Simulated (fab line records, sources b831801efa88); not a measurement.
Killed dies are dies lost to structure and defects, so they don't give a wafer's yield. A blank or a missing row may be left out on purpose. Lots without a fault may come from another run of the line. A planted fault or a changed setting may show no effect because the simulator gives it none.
Chamber matching | flow gf180mcu | GF_V4_CMP_04 on cmp-02: 4 sister chambers
The step polishes SiO2. 8 wafers are shown with their chamber, then 7 later ones without.

WAFERS WITH THEIR CHAMBER
wafer  | chamber | motor_current_A (A) | time_to_endpoint_s (s)
L869.3 | 0       | 12.5                | 75
L869.4 | 3       | 12.7                | 81
L872.4 | 3       | 12.2                | 76
L872.6 | 2       | 13.9                | 76
L874.1 | 1       | 12.3                | 80
L874.3 | 2       | 13.1                | 65
L874.4 | 0       | 12.6                | 76
L875.2 | 1       | 11.9                | 81

WAFERS WITHOUT THEIR CHAMBER
wafer  | motor_current_A (A) | time_to_endpoint_s (s)
L875.4 | 13.9                | 86
L875.6 | 13.4                | 86
L877.1 | 13.9                | 74
L877.2 | 11.7                | 100
L877.6 | 12.6                | 102
L882.5 | 12.7                | 76
L882.6 | 12.2                | 106

WHICH CHAMBER EACH WENT THROUGH
wafer  | from the rows above               | in truth
L875.4 | can't be placed: 2 or 3 or 0 or 1 | 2
L875.6 | can't be placed: 3 or 0 or 2 or 1 | 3
L877.1 | 2                                 | 2
L877.2 | can't be placed: 1 or 3 or 0      | 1
L877.6 | can't be placed: 1 or 3 or 0      | 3
L882.5 | can't be placed: 0 or 3 or 1      | 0
L882.6 | can't be placed: 1 or 3 or 0      | 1
Placed correctly: 1 of 7. Can't be placed from these rows: 6 (the true chamber is among the candidates in 6). Placed wrongly: 0.
How it was worked out, from the rows above alone: a wafer's distance from a chamber is the root of the sum, over the readings, of the square of ((its reading less the chamber's mean) divided by the reading's scatter). The wafer belongs to the nearest chamber; if the next one is less than 2 further off, it can't be placed. A chamber's mean is the mean of its shown wafers. The scatter: the root of (the sum of the squares of (reading less its chamber's mean) over the shown wafers, divided by (wafers less chambers)).
